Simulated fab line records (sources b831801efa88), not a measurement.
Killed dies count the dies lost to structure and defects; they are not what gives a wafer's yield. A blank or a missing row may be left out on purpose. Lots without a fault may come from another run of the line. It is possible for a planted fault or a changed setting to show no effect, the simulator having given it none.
Struck lot and sound lot, side by side ; flow sky130 ; 18 out of 708 route steps
Sound: wafers L852.1, L852.4, L852.6. Wafers struck: L860.1, L860.2, L860.6. At the end, the cause is stated.
Order at every step that has rows: each side's tool, ch and its chambers, its first start. Under that, the readings that differ: sound wafers ; struck wafers ; difference of the means ; sigmas: that difference in standard deviations of wafers without a fault.
alike: same words and numbers on both sides, and readings whose means sit less than 2 such deviations apart. not compared: any withheld reading, any reading some wafer has no value for, any bound like >300 that may hide the same value, and any number with overlapping values for which the record gives no deviation.
Wherever a step has rows on one side only, a row that says differs or no value, or a row with sigmas, the two part there. When numbers do not overlap yet have no deviation, they are printed without sigmas and do not part them. Lack of a reading on every wafer of one side parts them only where that side has two or more wafers.

first, 1 step without rows for these wafers: SKY_VT_ADJUST_PCH_IMPLANT_08.
SKY_VT_ADJUST_PCH_STRIP_09: strips in O2/N2.
  sound on plasma-asher-03 ch 0,1, day 12 18:19; struck on plasma-asher-03 ch 0,1, day 15 01:19
  alike: drypump-motor-current-A, oes-product-au, strip-time-to-endpoint-s
  not compared: rf-hours-counter-h
SKY_VT_ADJUST_PCH_TW_MEAS_10:
  sound on film-metro-02, day 12 18:25; struck on film-metro-03, day 15 01:26
  alike: VT_ADJUST_PCH_TW
then, 7 steps without rows for these wafers: SKY_SONOS_TUNNEL_DEHYDRATE_00 (time 60 s); SKY_SONOS_TUNNEL_HMDS_01 (prime time 60 s); SKY_SONOS_TUNNEL_COAT_02 (resist thk 1140 nm); SKY_SONOS_TUNNEL_SOFTBAKE_03 (time 60 s); SKY_SONOS_TUNNEL_EXPOSE_04 (exposes mask TUNM, target cd 410 nm); SKY_SONOS_TUNNEL_PEB_05; SKY_SONOS_TUNNEL_DEVELOP_06 (develop time 60 s).
SKY_SONOS_TUNNEL_CD_MEAS_07: target cd 410 nm.
  sound on cd-sem-01, day 13 18:31; struck on cd-sem-01, day 16 03:10
  alike: cd-nm
SKY_SONOS_TUNNEL_OVL_MEAS_08:
  sound on overlay-01, day 13 18:38; struck on overlay-01, day 16 03:17
reading;sound;struck;difference;sigmas
SONOS_TUNNEL_OVL (nm);-2.8 -1.8 -2.9;1.6 1.6 -0.9;+3.3;+2
SKY_SONOS_TUNNEL_IMPLANT_09:
  sound on implanter-04 ch 0, day 13 18:40; struck on implanter-04 ch 0, day 16 03:20
reading;sound;struck;difference;sigmas
dose-ions-cm2;1.0006e+12 1.0007e+12 9.996e+11;2.745e+11 2.748e+11 2.745e+11;-7.257e+11;-99 or more
faraday-current-uA;5.62 5.60 5.83;1.52 1.55 1.55;-4.14;-38
then, 2 steps without rows for these wafers: SKY_SONOS_TUNNEL_WET_ETCH_10 (etches SiO2 in dHF, target depth 14 nm, time 280 s); SKY_SONOS_TUNNEL_STRIP_11 (strips in SPM, time 600 s).
SKY_SONOS_TUNNEL_TW_MEAS_12:
  sound on film-metro-02, day 13 19:05; struck on film-metro-02, day 16 03:46
reading;sound;struck;difference;sigmas
SONOS_TUNNEL_TW;196.8 195.2 196.2;137.1 137.4 137.9;-58.6;-45
then, 1 step without rows for these wafers: SKY_SONOS_TUNNEL_CLEAN_13 (cleans in dHF, time 20 s).
-- record jumps: 33 days separate the struck wafers' starts on either side; left off in module SONOS_TUNNEL, taken up again in module PAD_OPEN, whose first shown step is the route's number 708 --
SKY_PAD_OPEN_PROBE_99:
  sound on prober-01, day 47 19:56; struck on prober-01, day 49 04:59
reading;sound;struck;difference;sigmas
model.etest.tip-sonos.rs-ohm-sq;2652 2641 2674;2617 2632 2619;-33;
model.etest.sonos-uncharged.r-on-ohm-um;801.5 821.6 804;757.4 751.8 754.1;-54.6;
model.etest.sonos-programmed.off-log10-a-um;-13.97 -14.07 -13.86;-11.42 -11.11 -11.35;+2.67;
model.etest.sonos-programmed.vt-v (V);1.35 1.364 1.292;1.206 1.146 1.164;-0.163;
model.etest.sonos-baked.vt-v (V);0.8666 0.8874 0.8656;0.698 0.7042 0.6939;-0.174;
model.etest.sonos-uncharged.vt-v (V);-0.454 -0.4248 -0.4373;-0.6612 -0.6514 -0.6489;-0.2151;
model.etest.sonos-erased.vt-v (V);-2.173 -2.207 -2.109;-2.428 -2.378 -2.331;-0.216;
  alike: killed_at_M0_to_M3, killed_at_M4_up, killed-at-contacts, killed-at-front-end, killed-at-other, killed-dies, killed-open, killed-short

== WHERE THEY PART ==
Last at SKY_SONOS_TUNNEL_TW_MEAS_12 as far as this record goes, first at SKY_SONOS_TUNNEL_OVL_MEAS_08. Later steps at which nothing parts them and some readings are alike: SKY_PAD_OPEN_PROBE_99.

WHY: what the simulator had put in
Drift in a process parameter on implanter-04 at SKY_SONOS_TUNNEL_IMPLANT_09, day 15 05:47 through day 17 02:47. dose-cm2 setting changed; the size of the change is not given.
